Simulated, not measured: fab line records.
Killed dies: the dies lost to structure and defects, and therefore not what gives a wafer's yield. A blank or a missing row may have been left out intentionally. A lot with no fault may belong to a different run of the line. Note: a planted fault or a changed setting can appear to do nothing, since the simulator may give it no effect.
What tool caused it?	flow sky130	12 lots with 36 wafers sampled at 3 steps, on a route of 708 steps

WHAT THE GAUGES READ, wafer by wafer
SKY_POLY_GATE_CD_MEAS_13: the cd target is 150 nm.
lot	measured	on	cdNm (nm)
L200	day 16 09:08	cdSem-01	150.4 151.6 152.2
L201	day 17 04:44	cdSem-02	148.4 148.9 148.2
L203	day 18 03:07	cdSem-02	151.2 151.2 150.6
L205	day 18 23:40	cdSem-01	149.2 148.1 147.5
L212	day 21 19:58	cdSem-02	150.4 150.6 151.3
L213	day 22 04:47	cdSem-02	148.7 149.1 149.1
L214	day 22 05:30	cdSem-01	151.6 151.6 151.2
L215	day 22 16:35	cdSem-01	149.6 148.9 149.7
L216	day 22 19:59	cdSem-01	150.8 151.5 150.2
L217	day 22 23:54	cdSem-01	152.1 152.2 151.4
L218	day 23 14:56	cdSem-01	150.4 150.8 151.1
L222	day 24 20:29	cdSem-01	148.4 149.5 149.1

TOOL THAT RAN EACH LOT (tool first, then ch and the chambers of the sampled wafers, then the start)
lot	SKY_FIELD_ISO_WET_ETCH_30	SKY_RES_PROTECT_STRIP_07
L200	wetBench-03 ch 3, day 2 13:19	plasmaAsher-02 ch 0,1, day 15 03:03
L201	wetBench-03 ch 1, day 2 21:35	plasmaAsher-01 ch 0,1, day 15 21:57
L203	wetBench-03 ch 2, day 3 07:11	plasmaAsher-04 ch 0,1, day 16 18:06
L205	wetBench-02 ch 0, day 3 18:50	plasmaAsher-01 ch 0,1, day 17 14:48
L212	wetBench-02 ch 0, day 5 05:02	plasmaAsher-01 ch 0,1, day 20 10:29
L213	wetBench-02 ch 1, day 5 15:49	plasmaAsher-04 ch 0,1, day 20 20:29
L214	wetBench-02 ch 2, day 5 17:23	plasmaAsher-01 ch 0,1, day 20 20:39
L215	wetBench-01 ch 0, day 5 23:19	plasmaAsher-02 ch 0,1, day 21 07:44
L216	wetBench-01 ch 2, day 6 04:16	plasmaAsher-04 ch 0,1, day 21 12:04
L217	wetBench-01 ch 2, day 6 06:38	plasmaAsher-01 ch 0,1, day 21 12:44
L218	wetBench-01 ch 1, day 6 15:33	plasmaAsher-02 ch 0,1, day 22 06:41
L222	wetBench-03 ch 1, day 7 11:30	plasmaAsher-01 ch 0,1, day 23 13:10
- SKY_FIELD_ISO_WET_ETCH_30: etches SiO2 in dHF, target depth 25 nm, time 50 s.
- SKY_RES_PROTECT_STRIP_07: strips in O2/N2.

WHAT THE TOOLS THEMSELVES READ (means of the sampled wafers that have a number; where no wafer has one, the mark that the record gives instead)
SKY_FIELD_ISO_WET_ETCH_30.
lot	tool	runLengthS (s)
L200	wetBench-03	77
L201	wetBench-03	74
L203	wetBench-03	76
L205	wetBench-02	82
L212	wetBench-02	51
L213	wetBench-02	50
L214	wetBench-02	49
L215	wetBench-01	76
L216	wetBench-01	75
L217	wetBench-01	77
L218	wetBench-01	83
L222	wetBench-03	74

SKY_RES_PROTECT_STRIP_07.
lot	tool	drypumpMotorCurrentA (A)	o2FlowSccm (sccm)	oesProductAu (a.u.)	stripTimeToEndpointS (s)
L200	plasmaAsher-02	5.7	2999	0.523	23.30
L201	plasmaAsher-01	6.1	2995	0.522	23.27
L203	plasmaAsher-04	6.0	3008	0.517	23.24
L205	plasmaAsher-01	6.2	2995	0.521	23.35
L212	plasmaAsher-01	5.9	3003	0.518	23.33
L213	plasmaAsher-04	5.6	3010	0.516	23.35
L214	plasmaAsher-01	6.1	2998	0.522	23.32
L215	plasmaAsher-02	6.2	3001	0.515	23.34
L216	plasmaAsher-04	5.9	3004	0.515	23.29
L217	plasmaAsher-01	6.2	2994	0.518	23.33
L218	plasmaAsher-02	5.7	3007	0.516	23.28
L222	plasmaAsher-01	5.9	2999	0.517	23.22

THE ANSWER, worked out from the rows above alone
Rule: the usual values come from the lots themselves. Put in order of their means at a reading, lots are off if they are a third of the lots or fewer, leave a main group of 4 or more, and stand apart from it by a gap of 3 or more times the standard deviation of the main group's means; of several such gaps the widest counts. A main group whose means are all the same, to the digits that the tables above print for the reading, isn't used. A lot without any number at a reading at which 4 lots or more have one is off too. The other lots that the step has rows for count as sound. The gauges are gone through in route order, then the tools' own readings, and for those a lot's mean is taken as printed above. The first step at which some lot is off is used, and at that step the reading that is off furthest; a lot without a number counts as furthest.
Off: L212, L213, L214 (SKY_FIELD_ISO_WET_ETCH_30, runLengthS). Main group: mean 77 s, sd 3.1.
A tool fits if, at that step or a process step before it, it ran every lot that is off, and no sound lot after the first of them. One candidate fits, namely wetBench-02 at SKY_FIELD_ISO_WET_ETCH_30. A fault onset in the window from L205 (day 3 18:50, its last sound lot) to L212 (day 5 05:02, its first lot off) fits.
On the lots that are off, the tool's own readings at SKY_FIELD_ISO_WET_ETCH_30 differ by more than 5 times the standard deviation of the sound lots' means, which bears it out; runLengthS reads 50 s there versus 77 s on the sound lots.

WHAT HAD BEEN PUT IN BY THE SIMULATOR
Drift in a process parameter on wetBench-02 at SKY_FIELD_ISO_WET_ETCH_30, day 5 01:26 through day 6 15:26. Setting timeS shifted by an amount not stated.
Struck lots among those shown: L212, L213, L214. The rule above found the same.
